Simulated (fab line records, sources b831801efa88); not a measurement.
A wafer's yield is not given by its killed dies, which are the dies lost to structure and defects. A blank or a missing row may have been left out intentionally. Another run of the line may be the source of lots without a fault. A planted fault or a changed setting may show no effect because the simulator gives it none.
What tool caused it? -- flow gf180mcu -- Sampling: 13 lots, 39 wafers, 4 of 602 route steps

WHAT THE GAUGES SHOWED, per wafer
GF_V2_OVL_MEAS_15.
lot,measured,on,V2_OVL (nm)
L998,day 20 22:30,overlay-02,-3 1 -3
L100,day 22 01:01,overlay-01,-5 -6 -7
L101,day 22 05:22,overlay-01,-7 -5 1
L103,day 22 19:10,overlay-01,-10 -21 -4
L104,day 23 01:04,overlay-01,2 0 3
L106,day 23 20:45,overlay-02,-10 -12 -11
L115,day 26 17:29,overlay-01,-6 -7 -7
L116,day 27 00:07,overlay-02,-8 -5 -7
L117,day 27 04:12,overlay-01,-11 -4 -6
L118,day 27 10:40,overlay-02,-5 -2 -3
L119,day 27 23:16,overlay-02,1 -4 1
L120,day 28 03:13,overlay-01,-8 -15 -9
L121,day 28 07:37,overlay-01,-6 -10 -7

GF_M4_OVL_MEAS_15.
lot,measured,on,M4_OVL (nm)
L998,day 24 01:15,overlay-02,1 -2 -6
L100,day 25 02:22,overlay-02,8 7 4
L101,day 25 05:19,overlay-02,-4 0 1
L103,day 25 18:16,overlay-02,1 1 2
L104,day 26 00:22,overlay-01,7 5 3
L106,day 26 18:44,overlay-01,7 1 2
L115,day 29 10:09,overlay-02,4 5 1
L116,day 29 16:06,overlay-02,-2 2 5
L117,day 29 20:52,overlay-01,3 -2 -1
L118,day 30 01:39,overlay-01,-10 -8 -12
L119,day 30 15:37,overlay-01,-4 -1 -2
L120,day 30 18:30,overlay-02,1 3 8
L121,day 30 22:24,overlay-01,-3 8 3

TOOL THAT RAN EACH LOT (tool first, then ch and the chambers of the sampled wafers, then the start)
lot,GF_V3_CMP_04,GF_V3_ETCH_16
L998,"cmp-02 ch 2,3, day 22 01:22","rie-diel-01 ch 0,1,2, day 23 00:44"
L100,"cmp-01 ch 1,2, day 23 03:34","rie-diel-04 ch 0,3, day 24 02:44"
L101,"cmp-02 ch 0,2,3, day 23 07:14","rie-diel-02 ch 0,1,3, day 24 05:59"
L103,"cmp-01 ch 0,1, day 23 20:31","rie-diel-02 ch 0,1,2, day 24 19:17"
L104,"cmp-01 ch 0,1, day 24 02:22","rie-diel-02 ch 0,1, day 25 01:05"
L106,"cmp-01 ch 1,3, day 24 22:19","rie-diel-04 ch 0,3, day 25 20:20"
L115,"cmp-02 ch 0,1,2, day 27 17:23","rie-diel-02 ch 0,3, day 28 12:59"
L116,"cmp-01 ch 2,3, day 27 22:56","rie-diel-04 ch 0,1,2, day 28 19:17"
L117,"cmp-02 ch 1,3, day 28 03:51","rie-diel-02 ch 0,2, day 28 23:32"
L118,"cmp-01 ch 0,2,3, day 28 09:34","rie-diel-04 ch 1,2,3, day 29 05:39"
L119,"cmp-02 ch 0,3, day 28 21:19","rie-diel-02 ch 0,1, day 29 18:11"
L120,"cmp-01 ch 0,3, day 29 02:04","rie-diel-04 ch 1,2, day 29 21:59"
L121,"cmp-01 ch 1,3, day 29 06:19","rie-diel-04 ch 0,2,3, day 30 01:32"
- GF_V3_CMP_04: polishes SiO2.
- GF_V3_ETCH_16: etches BARC in N2/H2.

WHAT THE TOOLS THEMSELVES READ (means of the sampled wafers that have a number; where no wafer has one, the mark that the record gives instead)
GF_V3_CMP_04.
lot,tool,motor-current-A (A),platen-rpm (rpm),time-to-endpoint-s (s)
L998,cmp-02,13.5,59.97,79
L100,cmp-01,10.8,60.02,90
L101,cmp-02,14.2,59.99,80
L103,cmp-01,11.7,60.08,82
L104,cmp-01,12.3,60.03,82
L106,cmp-01,11.7,60.01,70
L115,cmp-02,12.3,60.00,79
L116,cmp-01,11.4,60.01,77
L117,cmp-02,12.6,60.04,79
L118,cmp-01,11.8,60.03,78
L119,cmp-02,14.8,59.98,85
L120,cmp-01,12.0,60.01,79
L121,cmp-01,11.1,60.01,78

GF_V3_ETCH_16.
lot,tool,drypump-motor-current-A (A),oes-product-au (a.u.),throttle-valve-pct (%)
L998,rie-diel-01,5.88,0.850,13.217
L100,rie-diel-04,5.82,0.851,13.236
L101,rie-diel-02,5.57,0.852,13.217
L103,rie-diel-02,5.58,0.853,13.227
L104,rie-diel-02,5.38,0.859,13.235
L106,rie-diel-04,5.93,0.858,13.222
L115,rie-diel-02,5.60,0.857,13.221
L116,rie-diel-04,6.07,0.854,13.225
L117,rie-diel-02,5.61,0.855,13.229
L118,rie-diel-04,5.97,0.852,13.222
L119,rie-diel-02,5.42,0.853,13.217
L120,rie-diel-04,6.14,0.850,13.228
L121,rie-diel-04,5.92,0.856,13.219

THE ANSWER, worked out from the rows above alone
Rule: the usual values come from the lots themselves. Put in order of their means at a reading, lots are off if they are a third of the lots or fewer, leave a main group of 4 or more, and stand apart from it by a gap of 3 or more times the standard deviation of the main group's means; of several such gaps the widest counts. Not used: any main group whose means are identical at the precision the tables above print for the reading. A lot without any number at a reading at which 4 lots or more have one is off too. The other lots that the step has rows for count as sound. After the gauges, taken in route order, come the tools' own readings; for these a lot's mean is taken, as printed above. At the first step where some lot is off, the reading lying furthest off is the one used; lots without a number count as furthest.
No lot is off at any reading shown: from this, nothing can be told.

WHAT THE SIMULATOR HAD INSERTED
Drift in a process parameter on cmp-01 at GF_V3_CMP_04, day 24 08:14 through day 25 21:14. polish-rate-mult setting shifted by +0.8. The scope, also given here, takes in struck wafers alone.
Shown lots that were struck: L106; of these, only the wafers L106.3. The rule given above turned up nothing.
